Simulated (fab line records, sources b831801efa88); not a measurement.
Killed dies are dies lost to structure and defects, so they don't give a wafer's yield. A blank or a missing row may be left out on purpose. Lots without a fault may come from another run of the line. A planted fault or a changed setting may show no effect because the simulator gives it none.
Chamber matching | flow gf180mcu | GF_PASSIVATION_CVD_02 on pecvd-03: 3 sister chambers
The step deposits Si3N4, target thk 700 nm, time 486.18 s. 16 wafers are shown with their chamber, then 8 later ones without.

WAFERS WITH THEIR CHAMBER
wafer  | chamber | heater_power_w (W) | heater_power_outer_w (W)
L076.1 | 2       | 578                | 312
L076.3 | 1       | 716                | 416
L076.6 | 0       | 1030               | 595
L081.1 | 0       | 1055               | 620
L081.3 | 1       | 597                | 325
L081.5 | 1       | 635                | 366
L086.1 | 0       | 1066               | 641
L086.2 | 2       | 552                | 280
L086.5 | 2       | 585                | 319
L087.2 | 2       | 612                | 332
L087.4 | 1       | 670                | 374
L087.6 | 2       | 636                | 359
L088.1 | 2       | 584                | 307
L088.5 | 2       | 615                | 339
L088.6 | 1       | 689                | 394
L090.1 | 0       | 995                | 572

SIGNATURES (means of the wafers above)
reading              | chamber 0 | chamber 1 | chamber 2 | scatter within a chamber
heater_power_w       | 1036.50   | 661.40    | 594.57    | 35.5
heater_power_outer_w | 607.00    | 375.00    | 321.14    | 29.3
Rule: a wafer's distance from a chamber is the root of the sum, over the readings, of the square of ((its reading less the chamber's mean) divided by the reading's scatter). The wafer belongs to the nearest chamber; if the next one is less than 2 further off, it can't be placed. The scatter: the root of (the sum of the squares of (reading less its chamber's mean) over the shown wafers, divided by (wafers less chambers)).

WAFERS WITHOUT THEIR CHAMBER
wafer  | heater_power_w (W) | heater_power_outer_w (W)
L090.4 | 590                | 313
L090.5 | 1045               | 592
L092.3 | 662                | 353
L092.4 | 679                | 377
L092.6 | 984                | 587
L097.1 | 694                | 411
L097.2 | 659                | 373
L097.5 | 533                | 278

WHICH CHAMBER EACH WENT THROUGH
wafer  | from the rows above     | in truth
L090.4 | 2                       | 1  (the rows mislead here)
L090.5 | 0                       | 0
L092.3 | can't be placed: 1 or 2 | 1
L092.4 | 1                       | 1
L092.6 | 0                       | 0
L097.1 | 1                       | 1
L097.2 | 1                       | 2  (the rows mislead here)
L097.5 | 2                       | 2
Placed correctly: 5 of 8. Can't be placed from these rows: 1 (the true chamber is among the candidates in 1). Placed wrongly: 2.
